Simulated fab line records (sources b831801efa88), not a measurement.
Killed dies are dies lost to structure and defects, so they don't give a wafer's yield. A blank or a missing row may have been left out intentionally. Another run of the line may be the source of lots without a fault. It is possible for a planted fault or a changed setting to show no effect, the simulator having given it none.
Problem report, 8D (eight disciplines) form, completed by code -- flow sky130 -- the parts of the form that need people (team, actions taken, sign-off) are left out

1. WHAT IS WRONG
Mean of spinSpeedRpm at SKY_PAD_OPEN_COAT_02: 2039.6 rpm across 6 wafers in 2 lots; on wafers with no fault it is 2000.0 rpm (standard deviation 1.4). Measured from the usual mean, that is +28 standard deviations.
The step: resist thk 3000 nm.
First observed at day 49 15:28: wafer L752.1, on lithoTrack-02. The record has a number at this step for 30 wafers belonging to 10 lots. Rule for "out" (also "out of limits"): further than 4 standard deviations from the usual mean. The other wafers with a number count as sound.

2. WHAT THIS IS AND IS NOT
question,is,is not
which readings at this step,spinSpeedRpm,-
which lots,"L752, L755","L737, L740, L741, L743, L746, L750, L757, L758"
which wafers of those lots,all that have a number,-
read on which tools,lithoTrack-02,"lithoTrack-01, lithoTrack-04"
when,from day 49 15:28,"up to then (18 sound wafers); but 6 sound wafers of L757, L758 came after"

3. THE SUSPECTS, EACH WITH WHAT RULES IT OUT
Counting: any tool at a process step up to the reading is kept as a suspect provided that every lot that is out went through it and no sound lot did after the first of them.
- lithoTrack-02 at SKY_PAD_OPEN_COAT_02 (resist thk 3000 nm): kept. Every lot that is out went through it, starting with L752 (day 49 15:28), and after that it ran no sound lot; the last sound lot it ran before then is L750 (day 48 22:07). Its own spinSpeedRpm readings are out on those wafers.
The count leaves lithoTrack-02 at SKY_PAD_OPEN_COAT_02.

4. THE CAUSE (what the simulator had put in)
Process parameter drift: lithoTrack-02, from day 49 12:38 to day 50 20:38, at SKY_PAD_OPEN_COAT_02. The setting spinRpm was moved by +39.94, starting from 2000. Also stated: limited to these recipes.
Only this tool survived the counting.

5. SEQUENCE OF EFFECTS, ordered by route
One row per reading whose mean, taken over the struck wafers that have a number, lies over 3 standard deviations from the usual. Scope: only readings with a usual standard deviation given in the record; hours: median across lots of the time from each lot's start at the first step in this table that gives one to its start at this step; sigmas: change in usual standard deviations.
hours,step,reading,usual,on struck wafers,change,sigmas
0,SKY_PAD_OPEN_COAT_02,spinSpeedRpm,2000.0 rpm,2039.6,+39.6,+28
9,SKY_PAD_OPEN_STRIP_08,stripTimeToEndpointS,37.13 s,36.71,-0.42,-3.5
It contains these process steps:
- SKY_PAD_OPEN_COAT_02: resist thk 3000 nm.
- SKY_PAD_OPEN_STRIP_08: strips in O2/N2.

6. HOW IT WOULD HAVE BEEN CAUGHT EARLIER
3 hours passed between the start of the fault at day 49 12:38 and the first reading out of limits in this record, taken at day 49 15:28.
